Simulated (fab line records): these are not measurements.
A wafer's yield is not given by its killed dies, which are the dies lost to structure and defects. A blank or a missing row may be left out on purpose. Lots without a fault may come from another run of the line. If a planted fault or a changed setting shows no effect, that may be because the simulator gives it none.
Split-lot study -- flow sfq_line -- 5 lots, 27 wafers read, on a route of 325 steps

## THE SPLIT ITSELF
At SFQ_TRILAYER_JJ_TRILAYER_DEP_SPUTTER_110 (material Al, target thk 8 nm, time 10 s), the setting time_s was moved away from the recipe's 10 s on 12 of the 27 wafers read, by -46.2% to +56.5%. All remaining wafers had this setting at the recipe value.

The split's own step is where the reading is taken.

## THE READING
Al_of_TRILAYER_JJ_TRILAYER_DEP_SPUTTER_110.thk_nm (the simulator's own value, which no gauge read), in nm, at SFQ_TRILAYER_JJ_TRILAYER_DEP_SPUTTER_110 (material Al, target thk 8 nm, time 10 s). The file gives no usual value for it. Here, 15 wafers ran the recipe; their average is 8.185 nm with a standard deviation of 0.17 nm.

wafer,"tool, chamber at the split","time_s as run, s",against the recipe,"Al_of_TRILAYER_JJ_TRILAYER_DEP_SPUTTER_110.thk_nm, nm",against lot-mates on the recipe
L075.1,"pvd_sputter-03, -",14.17,+41.7%,11.14,+3.004
L075.2,"pvd_sputter-03, -",14.17,+41.7%,11.14,+3.004
L075.3,"pvd_sputter-03, -",10,recipe,8.048,-
L075.4,"pvd_sputter-03, -",14.17,+41.7%,11.47,+3.334
L075.5,"pvd_sputter-03, -",10,recipe,8.202,-
L075.6,"pvd_sputter-03, -",10,recipe,8.159,-
L078.1,"pvd_sputter-04, -",15.65,+56.5%,12.7,+4.238
L078.5,"pvd_sputter-04, -",15.65,+56.5%,12.7,+4.238
L078.2,"pvd_sputter-04, -",10,recipe,8.53,-
L078.3,"pvd_sputter-04, -",10,recipe,8.36,-
L078.4,"pvd_sputter-04, -",15.65,+56.5%,12.72,+4.258
L078.6,"pvd_sputter-04, -",10,recipe,8.497,-
L079.1,"pvd_sputter-04, -",10,recipe,8.148,-
L079.2,"pvd_sputter-04, -",11.64,+16.4%,9.434,+1.214
L079.3,"pvd_sputter-04, -",11.64,+16.4%,9.474,+1.254
L079.4,"pvd_sputter-04, -",10,recipe,8.362,-
L079.5,"pvd_sputter-04, -",10,recipe,8.149,-
L079.6,"pvd_sputter-04, -",11.64,+16.4%,9.665,+1.445
L080.1,"pvd_sputter-03, -",10,recipe,7.941,-
L080.3,"pvd_sputter-03, -",10,recipe,8.002,-
L080.6,"pvd_sputter-03, -",10,recipe,8.172,-
L082.1,"pvd_sputter-03, -",10,recipe,8.051,-
L082.2,"pvd_sputter-03, -",10,recipe,8.073,-
L082.3,"pvd_sputter-03, -",5.377,-46.2%,4.129,-3.941
L082.4,"pvd_sputter-03, -",5.377,-46.2%,4.383,-3.687
L082.5,"pvd_sputter-03, -",10,recipe,8.086,-
L082.6,"pvd_sputter-03, -",5.377,-46.2%,4.131,-3.939

FIT RESULTS
A straight line over all 27 wafers: Al_of_TRILAYER_JJ_TRILAYER_DEP_SPUTTER_110.thk_nm changes by +0.0808 nm for each +1% of time_s; r = +1.00; the points scatter about the line by 0.19 nm.
The same after taking each lot's own level away (the mean of its wafers on the recipe; 27 wafers): +0.0781 nm for each +1%; r = +1.00; scatter 0.14 nm.
That fit puts the effect of the largest move of time_s on the reading at 4.4 nm.
The lots' own levels span 8.0383 to 8.4623 nm, that is 2.5 times the standard deviation above.
Hence the lot-to-lot level has little effect on the slope; both slopes agree.
Check: for one of the wafers moved furthest among these (+56.5%), held out of the fit, the line's prediction against its lot-mates is +4.38 nm. Against them it came out at +4.24 nm.

## THESE WAFERS: OTHER SPLITS
Other splits were also applied to these wafers ahead of the reading. Each is held against what the fit with the lots' levels taken away leaves over:
other split on the same wafers,wafers away from the commonest value,r with Al_of_TRILAYER_JJ_TRILAYER_DEP_SPUTTER_110.thk_nm (lot level and that fit taken away)
SFQ_TRILAYER_INCOMING_OXIDATION_002 ox_time_s,18,-0.01
SFQ_TRILAYER_M0_DEP_SPUTTER_019 time_s,9,-0.30
SFQ_TRILAYER_I0_VIA_BARC_OPEN_VIA_ETCH_046 time_s,6,+0.02
SFQ_TRILAYER_M1_BARC_OPEN_METAL_ETCH_054 time_s,9,-0.02
SFQ_TRILAYER_I1_VIA_BARC_OPEN_VIA_ETCH_071 time_s,9,-0.06
SFQ_TRILAYER_M3_DEP_SPUTTER_073 time_s,12,-0.27
SFQ_TRILAYER_I3_DEP_PECVD_081 time_s,12,-0.35

## FILE'S OWN FIT
Al_of_TRILAYER_JJ_TRILAYER_DEP_SPUTTER_110.thk_nm changes by +0.0776 nm for each +1% of time_s, r = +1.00.
